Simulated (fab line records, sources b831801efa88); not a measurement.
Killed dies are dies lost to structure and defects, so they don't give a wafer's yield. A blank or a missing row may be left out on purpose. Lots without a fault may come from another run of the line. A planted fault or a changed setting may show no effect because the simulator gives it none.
One fault seen from 2 desks | flow gf180mcu | each desk has only its own numbers; what lay behind them comes last

THE TOOL OWNER'S DESK: plasma_asher-01
The tool's own readings at GF_STI_STRIP_15 (strips in O2/N2): means of the sampled wafers that have a number, for each lot that ran on this tool. A lot is out of limits, marked OUT, if its mean lies more than 4 standard deviations from the usual mean; the brackets give that distance.
Columns: A = drypump_motor_current_A at GF_STI_STRIP_15, usual 5.71 A; B = heater_power_w at GF_STI_STRIP_15, usual 326 W; C = o2_flow_sccm at GF_STI_STRIP_15, usual 2999 sccm; D = oes_product_au at GF_STI_STRIP_15, usual 0.384 a.u.; E = platen_temp_c at GF_STI_STRIP_15, usual 250.00 C; F = strip_time_to_endpoint_s at GF_STI_STRIP_15, usual 3.72 s
lot  | first seen here | A    | B   | C              | D     | E      | F
L740 | day 2 04:18     | 5.72 | 355 | 2999           | 0.381 | 250.06 | 3.69
L746 | day 3 09:49     | 5.70 | 359 | 3002           | 0.390 | 249.94 | 3.78
L749 | day 4 01:33     | 5.57 | 331 | 2991           | 0.383 | 250.03 | 3.72
L754 | day 5 02:04     | 5.68 | 353 | 2993           | 0.388 | 249.89 | 3.76
L755 | day 5 06:52     | 5.60 | 326 | 3004           | 0.389 | 250.10 | 3.79
L758 | day 5 23:16     | 5.50 | 303 | 2388 (-64) OUT | 0.382 | 249.78 | 3.80
L763 | day 7 00:13     | 5.58 | 334 | 2403 (-63) OUT | 0.382 | 249.91 | 3.79
This desk's finding: out of limits on L758, L763; first on L758, day 5 23:16 (o2_flow_sccm at GF_STI_STRIP_15). In limits: L740, L746, L749, L754, L755.

THE METROLOGY DESK
What the gauges read, lot by lot, whatever tool the lot ran on: means of the sampled wafers that have a number. A lot is out of limits, marked OUT, if its mean lies more than 4 standard deviations from the usual mean; the brackets give that distance.
Columns: A = VT_IMPLANT_02_OVL at GF_VT_IMPLANT_OVL_MEAS_29, usual -0.3 nm
lot  | first seen here | A
L740 | day 6 23:14     | 1.2
L742 | day 7 18:06     | -0.1
L743 | day 7 18:31     | -0.1
L745 | day 8 10:45     | -2.3
L746 | day 8 15:45     | 1.5
L748 | day 9 06:29     | -0.3
L749 | day 9 10:56     | -0.5
L750 | day 9 16:36     | 0.4
L753 | day 10 11:35    | 1.6
L754 | day 10 18:07    | -1.6
L755 | day 10 22:56    | -0.9
L758 | day 11 21:22    | 1.1
L763 | day 13 02:22    | -0.6
This desk's finding: nothing out of limits on any of the 13 lots.

PUT TOGETHER
The tool owner's desk could have raised an alarm at day 5 23:16, on L758, L763.
The metrology desk saw nothing out of limits.
The metrology desk has L758, L763 on record, within its limits.
Of the lots named, all ran GF_STI_STRIP_15 on plasma_asher-01.

WHAT THE SIMULATOR HAD PUT IN
Process parameter drift: plasma_asher-01, from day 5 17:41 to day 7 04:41, at GF_STI_STRIP_15. Setting o2_flow_sccm, moved by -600, from 3000. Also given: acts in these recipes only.
Lots struck among those shown: L758, L763.
Hours from the fault's start to each desk's first reading out of limits: the tool owner's desk, 6.
